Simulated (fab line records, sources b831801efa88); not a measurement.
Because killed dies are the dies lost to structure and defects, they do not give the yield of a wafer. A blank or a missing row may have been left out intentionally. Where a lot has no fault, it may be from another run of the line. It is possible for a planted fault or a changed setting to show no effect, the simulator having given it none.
Chamber matching	flow sky130	4 sister chambers for SKY_LI_CONTACT_CMP_02 on cmp-02
The step polishes PSG. 16 wafers are shown with their chamber, then 8 later ones without.

== WAFERS WITH THEIR CHAMBER ==
wafer	chamber	motor current A (A)	time to endpoint s (s)	edge zone pressure frac
L763.1	2	10.6	33.5	1.009
L763.3	3	11.1	30.9	1.003
L763.6	3	10.7	30.3	1.001
L765.2	1	12.7	30.9	1.007
L765.4	0	11.7	27.8	0.996
L765.6	3	11.6	32.1	0.990
L768.2	2	11.3	31.4	0.993
L768.3	0	12.1	26.0	0.997
L768.6	3	11.7	30.0	0.997
L777.1	2	10.9	34.0	1.004
L777.3	1	13.1	28.9	0.996
L777.6	1	13.1	29.6	1.000
L778.1	3	11.0	32.7	0.996
L778.3	2	10.6	36.8	0.996
L778.5	0	11.9	31.6	0.991
L780.2	1	12.8	32.1	0.998

SIGNATURES (averages over the wafers above)
reading	chamber 0	chamber 1	chamber 2	chamber 3	scatter within a chamber
motor current A	11.900	12.925	10.850	11.220	0.322
time to endpoint s	28.467	30.375	33.925	31.200	1.88
edge zone pressure frac	0.99467	1.00025	1.00050	0.99740	0.00541
Rule: for a wafer and a chamber, the distance is found by dividing, reading by reading, the gap between the wafer's reading and the chamber's mean by the reading's scatter, squaring, summing and taking the root. The wafer belongs to the nearest chamber; if the next one is less than 2 further off, it can't be placed. The scatter: the root of (the sum of the squares of (reading less its chamber's mean) over the shown wafers, divided by (wafers less chambers)).

== WAFERS MISSING THEIR CHAMBER ==
wafer	motor current A (A)	time to endpoint s (s)	edge zone pressure frac
L780.3	11.3	32.4	0.995
L780.5	12.9	32.9	0.996
L783.1	12.7	30.0	1.001
L783.4	10.9	27.4	0.998
L783.5	11.4	34.5	1.002
L784.2	10.8	27.9	1.003
L784.4	12.6	31.0	0.999
L784.5	11.5	27.5	1.003

== WHICH CHAMBER EACH ONE RAN IN ==
wafer	from the rows above	in truth
L780.3	can't be placed: 3 or 2 or 0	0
L780.5	1	1
L783.1	1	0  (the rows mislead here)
L783.4	can't be placed: 3 or 0 or 2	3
L783.5	can't be placed: 2 or 3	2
L784.2	can't be placed: 3 or 2 or 0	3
L784.4	can't be placed: 1 or 0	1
L784.5	can't be placed: 0 or 3 or 2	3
1 of 8 placed correctly. Not placeable from these rows: 6 (in 6, the candidates include the true chamber). Placed wrongly: 1.
